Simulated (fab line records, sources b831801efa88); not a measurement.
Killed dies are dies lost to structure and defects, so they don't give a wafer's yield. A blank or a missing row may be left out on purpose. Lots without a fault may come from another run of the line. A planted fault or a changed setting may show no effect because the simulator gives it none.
Which tool did it? | flow sky130 | 12 lots, 36 wafers sampled, at 1 step of a route of 708

WHAT THE GAUGES READ, wafer by wafer
SKY_LI_CONTACT_CD_MEAS_12: target cd 170 nm.
lot  | measured     | on        | cd_nm (nm)
L075 | day 29 09:04 | cd_sem-01 | 171.4 173.0 173.0
L076 | day 30 03:11 | cd_sem-02 | 171.8 171.0 171.3
L079 | day 30 18:10 | cd_sem-01 | 169.8 170.7 171.0
L082 | day 32 07:08 | cd_sem-02 | 172.1 169.8 169.4
L083 | day 32 11:16 | cd_sem-01 | 170.5 167.9 169.3
L085 | day 32 17:58 | cd_sem-01 | 171.4 170.6 170.6
L087 | day 33 12:11 | cd_sem-02 | 172.4 173.5 172.6
L089 | day 33 21:43 | cd_sem-01 | 167.7 168.1 169.3
L091 | day 34 12:28 | cd_sem-01 | 172.3 170.9 173.1
L093 | day 35 08:11 | cd_sem-02 | 169.8 170.6 169.9
L095 | day 35 19:43 | cd_sem-01 | 170.5 171.3 169.8
L097 | day 36 09:07 | cd_sem-02 | 171.5 169.9 171.1

WHICH TOOL RAN EACH LOT (tool, then ch and the chambers of the sampled wafers, then the start)
The record holds no process step before these readings.

THE ANSWER, worked out from the rows above alone
Rule: what is usual is taken from the lots themselves. Put in order of their means at a reading, lots are off if they are a third of the lots or fewer, leave a main group of 4 or more, and stand apart from it by a gap of 3 or more times the standard deviation of the main group's means; of several such gaps the widest counts. A main group whose means are all the same, to the digits that the tables above print for the reading, isn't used. A lot without any number at a reading at which 4 lots or more have one is off too. The other lots that the step has rows for count as sound.
No lot is off at any reading shown: from this, nothing can be told.

WHAT THE SIMULATOR HAD PUT IN
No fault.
